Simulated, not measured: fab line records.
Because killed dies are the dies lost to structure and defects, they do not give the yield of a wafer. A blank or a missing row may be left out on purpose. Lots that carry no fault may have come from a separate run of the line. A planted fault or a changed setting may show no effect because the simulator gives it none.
Problem report, 8D (eight disciplines) form, completed by code ; flow gf180mcu ; the parts of the form that need people (team, actions taken, sign-off) are left out

== 1. WHAT WENT WRONG ==
Wafers free of any fault read 852 nm (standard deviation 13) for V1_CVD_02_THK at GF_V1_THK_MEAS_03, against a mean of 619 nm on 5 wafers of 2 lots. That puts it -18 standard deviations away from the usual mean.
The first sign was on wafer L573.4 at day 22 10:09, on filmMetro-03. The record has a number at this step for 38 wafers belonging to 13 lots. By rule, "out" or "out of limits" means more than 4 standard deviations away from the usual mean. All remaining wafers that have a number are taken as sound.

== 2. WHAT THIS IS AND IS NOT ==
question;is;is not
which readings at this step;V1_CVD_02_THK;-
which lots;L573, L574;L559, L560, L562, L563, L567, L568, L569, L570, L571, L572, L575
which wafers of those lots;all that have a number;-
read on which gauges;filmMetro-03;filmMetro-01, filmMetro-02
when;from day 22 10:09;"up to then (30 sound wafers); but 3 sound wafers of L575 came after"

== 3. SUSPECTS, AND WHAT RULES EACH OUT ==
Counting: a tool stays on the suspect list if, at a process step up to the reading, it processed all lots that are out and no sound lot following the first of them.
- the gauge at GF_V1_THK_MEAS_03: kept. All the wafers that are out were read on filmMetro-03, and no step on other tools shows them out.
- pvdSputter-02 at GF_M1_SPUTTER_00 (material Ti, target thk 37.5 nm, time 150 s): kept. All lots that are out passed through it, beginning with L573 at day 21 09:17, and no sound lot followed; its final sound lot before that point was L570 at day 20 08:10.
- pvdSputter-02 at GF_M1_SPUTTER_01 (material TiN, target thk 30 nm, time 25 s): kept. All lots that are out passed through it, beginning with L573 at day 21 09:23, and no sound lot followed; its final sound lot before that point was L570 at day 20 08:14.
- pecvd-02 at GF_V1_CVD_02 (deposits SiO2 from TEOS, target thk 850 nm, time 94.851 s): kept. All lots that are out passed through it, beginning with L573 at day 22 10:05, and no sound lot followed; its final sound lot before that point was L572 at day 22 02:56.
Left after counting: pvdSputter-02 at GF_M1_SPUTTER_00, pvdSputter-02 at GF_M1_SPUTTER_01, pecvd-02 at GF_V1_CVD_02, filmMetro-03 at GF_V1_THK_MEAS_03.

== 4. THE CAUSE (what the simulator had put in) ==
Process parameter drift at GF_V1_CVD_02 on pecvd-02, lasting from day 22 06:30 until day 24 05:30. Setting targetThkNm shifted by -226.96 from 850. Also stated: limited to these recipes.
Counting leaves 4 suspects; this tool is one of them.

== 5. THE CHAIN OF EFFECTS, in route order ==
Rows list readings where the struck wafers' mean (over those with a number) sits beyond 3 standard deviations from the usual. Readings are gone through only where the record gives a usual standard deviation; hours: the median, over the lots, of the time from a lot's start at the first step in this table giving one to that lot's start at this step; sigmas: the change measured in usual standard deviations.
hours;step;reading;usual;on struck wafers;change;sigmas
0;GF_V1_THK_MEAS_03;V1_CVD_02_THK;852 nm;619;-233;-18

== 6. HOW IT WOULD HAVE BEEN CAUGHT EARLIER ==
4 hours passed between the start of the fault at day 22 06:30 and the first reading out of limits at a measuring or inspecting step in this record, taken at day 22 10:09.
No tool reading at GF_V1_CVD_02 that has a usual standard deviation in the record was out on any struck wafer, so an alarm limit of 4 standard deviations on those readings would not have fired.
Among the 2 lots that are out, L574 began GF_V1_CVD_02 on pecvd-02 after day 22 10:09. Holding the tool at that time would have saved it.
